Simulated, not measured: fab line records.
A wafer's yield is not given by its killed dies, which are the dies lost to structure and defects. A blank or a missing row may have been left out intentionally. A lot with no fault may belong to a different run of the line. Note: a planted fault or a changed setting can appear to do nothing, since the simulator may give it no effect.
Which tool did it? + flow sky130 + Sampling: 12 lots, 36 wafers, 7 of 708 route steps

== WHAT THE GAUGES SHOWED, per wafer ==
SKY_LDD_P_CD_MEAS_07: target cd 380 nm.
| lot  | measured     | on       | cdNm (nm)         |
|------|--------------|----------|-------------------|
| L205 | day 19 23:59 | cdSem-01 | 383.4 381.5 381.4 |
| L209 | day 21 02:25 | cdSem-02 | 378.2 382.7 381.6 |
| L210 | day 21 07:57 | cdSem-01 | 382.3 382.5 379.8 |
| L213 | day 22 20:01 | cdSem-01 | 380.9 378.5 380.4 |
| L214 | day 22 20:43 | cdSem-01 | 380.6 383.1 380.4 |
| L216 | day 23 14:01 | cdSem-02 | 382.6 380.1 379.4 |
| L218 | day 25 01:03 | cdSem-01 | - - -             |
| L222 | day 25 22:54 | cdSem-01 | 381.9 378.4 377.6 |
| L221 | day 26 03:28 | cdSem-01 | 380.7 381.4 378.6 |
| L224 | day 26 13:35 | cdSem-02 | 380.0 378.9 379.0 |
| L225 | day 27 06:52 | cdSem-02 | 380.5 379.7 379.2 |
| L226 | day 27 08:30 | cdSem-01 | 375.8 378.3 376.9 |

SKY_LDD_P_TW_MEAS_11.
| lot  | measured     | on           | LDD_P_TW    |
|------|--------------|--------------|-------------|
| L205 | day 20 00:23 | filmMetro-03 | 641 644 643 |
| L209 | day 21 02:49 | filmMetro-04 | 652 650 650 |
| L210 | day 21 08:22 | filmMetro-02 | 642 639 636 |
| L213 | day 22 20:23 | filmMetro-04 | 649 645 647 |
| L214 | day 22 21:07 | filmMetro-03 | 646 643 641 |
| L216 | day 23 14:25 | filmMetro-03 | 640 639 635 |
| L218 | day 25 01:28 | filmMetro-04 | 31 31 31    |
| L222 | day 25 23:19 | filmMetro-03 | 645 643 644 |
| L221 | day 26 03:52 | filmMetro-03 | 638 641 639 |
| L224 | day 26 13:59 | filmMetro-04 | 654 652 649 |
| L225 | day 27 07:14 | filmMetro-02 | 632 629 634 |
| L226 | day 27 08:55 | filmMetro-03 | 639 639 636 |

SKY_LDD_HVP_TW_MEAS_10.
| lot  | measured     | on           | LDD_HVP_TW  |
|------|--------------|--------------|-------------|
| L205 | day 22 13:28 | filmMetro-01 | 446 443 447 |
| L209 | day 23 15:04 | filmMetro-01 | 446 449 448 |
| L210 | day 23 20:32 | filmMetro-01 | 445 447 446 |
| L213 | day 25 09:07 | filmMetro-01 | 448 448 446 |
| L214 | day 25 09:25 | filmMetro-01 | 447 449 446 |
| L216 | day 26 01:54 | filmMetro-03 | 460 458 461 |
| L218 | day 27 11:17 | filmMetro-03 | 703 707 704 |
| L222 | day 28 08:42 | filmMetro-03 | 460 460 457 |
| L221 | day 28 12:57 | filmMetro-01 | 445 445 444 |
| L224 | day 29 00:21 | filmMetro-01 | 448 445 447 |
| L225 | day 29 15:07 | filmMetro-03 | 462 461 465 |
| L226 | day 29 17:15 | filmMetro-03 | 464 462 461 |

SKY_CONTACT_THK_MEAS_03.
| lot  | measured     | on           | CONTACT_HDPCVD_THK (nm) |
|------|--------------|--------------|-------------------------|
| L205 | day 31 06:02 | filmMetro-01 | 562 561 567             |
| L209 | day 32 05:32 | filmMetro-01 | 558 568 560             |
| L210 | day 32 11:46 | filmMetro-02 | 569 568 571             |
| L213 | day 33 21:16 | filmMetro-02 | 564 572 574             |
| L214 | day 33 20:07 | filmMetro-01 | 588 575 584             |
| L216 | day 34 23:19 | filmMetro-03 | 563 556 560             |
| L218 | day 35 16:56 | filmMetro-01 | 570 574 568             |
| L222 | day 36 13:17 | filmMetro-01 | 567 575 568             |
| L221 | day 36 18:35 | filmMetro-01 | 571 578 569             |
| L224 | day 37 06:00 | filmMetro-01 | 565 565 564             |
| L225 | day 37 18:05 | filmMetro-02 | 573 570 560             |
| L226 | day 37 22:01 | filmMetro-01 | 573 560 570             |

SKY_CONTACT_RS_MEAS_25: uses a four-point probe to measure.
| lot  | measured     | on           | CONTACT_W_RS (ohm/sq) |
|------|--------------|--------------|-----------------------|
| L205 | day 32 12:02 | filmMetro-01 | 0.337 0.340 0.341     |
| L209 | day 33 10:14 | filmMetro-01 | 0.334 0.334 0.334     |
| L210 | day 33 15:55 | filmMetro-02 | 0.339 0.339 0.332     |
| L213 | day 35 01:52 | filmMetro-03 | 0.345 0.344 0.347     |
| L214 | day 34 23:36 | filmMetro-02 | 0.332 0.335 0.337     |
| L216 | day 36 02:43 | filmMetro-02 | 0.343 0.339 0.341     |
| L218 | day 36 21:22 | filmMetro-02 | 0.337 0.329 0.336     |
| L222 | day 37 16:34 | filmMetro-03 | 0.341 0.342 0.342     |
| L221 | day 37 21:19 | filmMetro-03 | 0.334 0.333 0.333     |
| L224 | day 38 09:17 | filmMetro-03 | 0.334 0.334 0.332     |
| L225 | day 38 20:37 | filmMetro-02 | 0.334 0.331 0.337     |
| L226 | day 39 00:32 | filmMetro-03 | 0.338 0.338 0.335     |

SKY_METAL1_RS_MEAS_05: uses a four-point probe to measure.
| lot  | measured     | on           | METAL1_ALCU_RS (ohm/sq) |
|------|--------------|--------------|-------------------------|
| L205 | day 32 12:40 | filmMetro-02 | 0.1244 0.1252 0.1269    |
| L209 | day 33 10:52 | filmMetro-02 | 0.1274 0.1266 0.1260    |
| L210 | day 33 16:32 | filmMetro-03 | 0.1239 0.1294 0.1232    |
| L213 | day 35 02:29 | filmMetro-03 | 0.1276 0.1261 0.1263    |
| L214 | day 35 00:13 | filmMetro-02 | 0.1289 0.1281 0.1300    |
| L216 | day 36 03:20 | filmMetro-02 | 0.1250 0.1238 0.1247    |
| L218 | day 36 21:59 | filmMetro-04 | 0.1266 0.1274 0.1267    |
| L222 | day 37 17:20 | filmMetro-03 | 0.1288 0.1279 0.1243    |
| L221 | day 37 21:56 | filmMetro-04 | 0.1229 0.1275 0.1276    |
| L224 | day 38 09:55 | filmMetro-04 | 0.1290 0.1230 0.1291    |
| L225 | day 38 21:14 | filmMetro-03 | 0.1264 0.1254 0.1256    |
| L226 | day 39 01:09 | filmMetro-04 | 0.1247 0.1254 0.1248    |

== TOOL THAT RAN EACH LOT (tool first, then ch and the chambers of the sampled wafers, then the start) ==
| lot  | SKY_LDD_P_EXPOSE_04                |
|------|------------------------------------|
| L205 | ilineStepper-01 ch 0, day 19 09:11 |
| L209 | ilineStepper-02 ch 0, day 20 12:35 |
| L210 | ilineStepper-01 ch 0, day 20 17:50 |
| L213 | ilineStepper-02 ch 0, day 22 05:32 |
| L214 | ilineStepper-02 ch 0, day 22 06:28 |
| L216 | ilineStepper-02 ch 0, day 22 22:58 |
| L218 | ilineStepper-01 ch 0, day 24 10:22 |
| L222 | ilineStepper-01 ch 0, day 25 08:58 |
| L221 | ilineStepper-01 ch 0, day 25 13:08 |
| L224 | ilineStepper-01 ch 0, day 25 23:56 |
| L225 | ilineStepper-02 ch 0, day 26 16:26 |
| L226 | ilineStepper-01 ch 0, day 26 18:25 |
- SKY_LDD_P_EXPOSE_04: exposes mask PSDM, target cd 380 nm.

== WHAT THE TOOLS THEMSELVES READ (means of the sampled wafers that have a number; where no wafer has one, the mark that the record gives instead) ==
The record holds no such reading with a usual standard deviation.

== THE ANSWER, worked out from the rows above alone ==
Rule: usual is defined by the lots themselves. Put in order of their means at a reading, lots are off if they are a third of the lots or fewer, leave a main group of 4 or more, and stand apart from it by a gap of 3 or more times the standard deviation of the main group's means; of several such gaps the widest counts. The tables above print the reading to a certain number of digits; a main group whose means all agree to those digits is not used. Also off: a lot with no number at a reading for which 4 or more lots have one. Any other lot the step has rows for is counted as sound. First the gauges in route order, then the tools' own readings, where a lot's mean is used as printed above. The first step at which some lot is off is used, and at that step the reading that is off furthest; a lot without a number counts as furthest.
Off: L218, at SKY_LDD_P_CD_MEAS_07 (cdNm). Without a number there: L218. Main group: mean 380.2 nm, sd 1.3.
A tool fits if, at a process step before that reading, it ran every lot that is off, and no sound lot after the first of them. The gauges at SKY_LDD_P_CD_MEAS_07 aren't tried: what is off there is off at SKY_LDD_P_TW_MEAS_11 too, on other tools, and a gauge's error can't cause that. Not one of the candidates tried fits.

== WHAT THE SIMULATOR HAD INSERTED ==
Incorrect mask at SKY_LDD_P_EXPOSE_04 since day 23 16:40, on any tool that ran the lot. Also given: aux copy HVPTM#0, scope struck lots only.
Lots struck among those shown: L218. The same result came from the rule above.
